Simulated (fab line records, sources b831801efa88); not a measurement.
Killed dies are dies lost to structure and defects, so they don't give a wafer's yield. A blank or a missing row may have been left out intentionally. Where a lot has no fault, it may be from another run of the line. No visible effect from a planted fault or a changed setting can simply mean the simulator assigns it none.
2 desks looking at one fault | flow gf180mcu | what lay behind the numbers comes last; until then each desk has only its own

FOR THE TOOL OWNER'S DESK: implanter-03
For each lot that ran on this tool, the mean over its sampled wafers that have a number, from the tool's own readings at GF_PSD_IMPLANT_09. Marked OUT: a lot whose mean sits more than 4 standard deviations from the usual mean, which makes it out of limits; the brackets give that distance.
Columns: A = beam energy keV at GF_PSD_IMPLANT_09, usual 39.998; B = beam on s at GF_PSD_IMPLANT_09, usual 10.00 s
lot  | first seen here | A                        | B
L296 | day 13 16:26    | 39.998                   | 10.14
L298 | day 14 11:16    | 56.401 (+99 or more) OUT | 9.94
L300 | day 15 02:27    | 56.409 (+99 or more) OUT | 9.95
L308 | day 18 19:29    | 40.005                   | 10.09
L309 | day 19 18:26    | 40.008                   | 9.90
L313 | day 21 03:26    | 39.998                   | 9.92
L315 | day 21 20:11    | 40.005                   | 9.91
Finding of this desk: L298, L300 out of limits; the first was L298 at day 14 11:16, on beam energy keV at GF_PSD_IMPLANT_09. L296, L308, L309, L313, L315 stayed within limits.

AT THE METROLOGY DESK
Means of the sampled wafers that have a number, per lot and without regard to the tool the lot ran on: this is what the gauges read. Marked OUT: a lot whose mean sits more than 4 standard deviations from the usual mean, which makes it out of limits; the brackets give that distance.
Columns: A = cd nm at GF_HV_LDD_CD_MEAS_31, usual 400.9 nm; B = HV_LDD_4_TW at GF_HV_LDD_TW_MEAS_50, usual 571; C = HV_LDD_CVD_54_THK at GF_HV_LDD_THK_MEAS_55, usual 9.97 nm; D = PSD_TW at GF_PSD_TW_MEAS_11, usual 3168; E = PSD_RS at GF_PSD_RS_MEAS_15, usual 108.60 ohm/sq
lot  | first seen here | A     | B   | C     | D              | E
L296 | day 11 01:29    | 401.1 | 563 | 10.07 | 3145           | 108.94
L298 | day 11 18:52    | 399.6 | 563 | 10.17 | 3473 (+14) OUT | 96.13 (-43) OUT
L299 | day 12 01:22    | 397.0 | 578 | 9.82  | 3205           | 108.22
L300 | day 12 09:37    | 398.7 | 573 | 9.97  | 3492 (+15) OUT | 96.59 (-41) OUT
L308 | day 15 18:02    | 402.4 | 572 | 10.13 | 3169           | 108.25
L309 | day 16 13:44    | 402.9 | 577 | 10.02 | 3175           | 108.58
L310 | day 16 14:25    | 398.4 | 577 | 10.00 | 3155           | 108.62
L312 | day 17 11:01    | 398.0 | 564 | 10.08 | 3174           | 108.81
L313 | day 17 21:08    | 401.3 | 579 | 9.95  | 3164           | 108.37
L315 | day 18 15:12    | 405.9 | 568 | 9.84  | 3156           | 108.74
L314 | day 18 16:07    | 403.4 | 578 | 9.84  | 3172           | 108.56
L317 | day 19 15:10    | 402.1 | 573 | 10.15 | 3149           | 108.82
This desk reports L298, L300 out of limits; the earliest was L298 at day 14 11:30 (PSD_TW at GF_PSD_TW_MEAS_11). L296, L299, L308, L309, L310, L312, L313, L315, L314, L317 stayed within limits.

PUT TOGETHER
The tool owner's desk could have raised an alarm at day 14 11:16, on L298, L300.
An alarm was possible from the metrology desk at day 14 11:30, on L298, L300.
The lots listed all ran GF_PSD_IMPLANT_09 on implanter-03.

WHAT THE SIMULATOR HAD INSERTED
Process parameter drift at GF_PSD_IMPLANT_09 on implanter-03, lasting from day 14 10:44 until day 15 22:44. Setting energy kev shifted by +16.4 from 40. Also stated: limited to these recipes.
Struck lots among those shown: L298, L300.
Delay (hours) between the fault's onset and each desk's first out-of-limits reading: 1 at the tool owner's desk, 1 at the metrology desk.
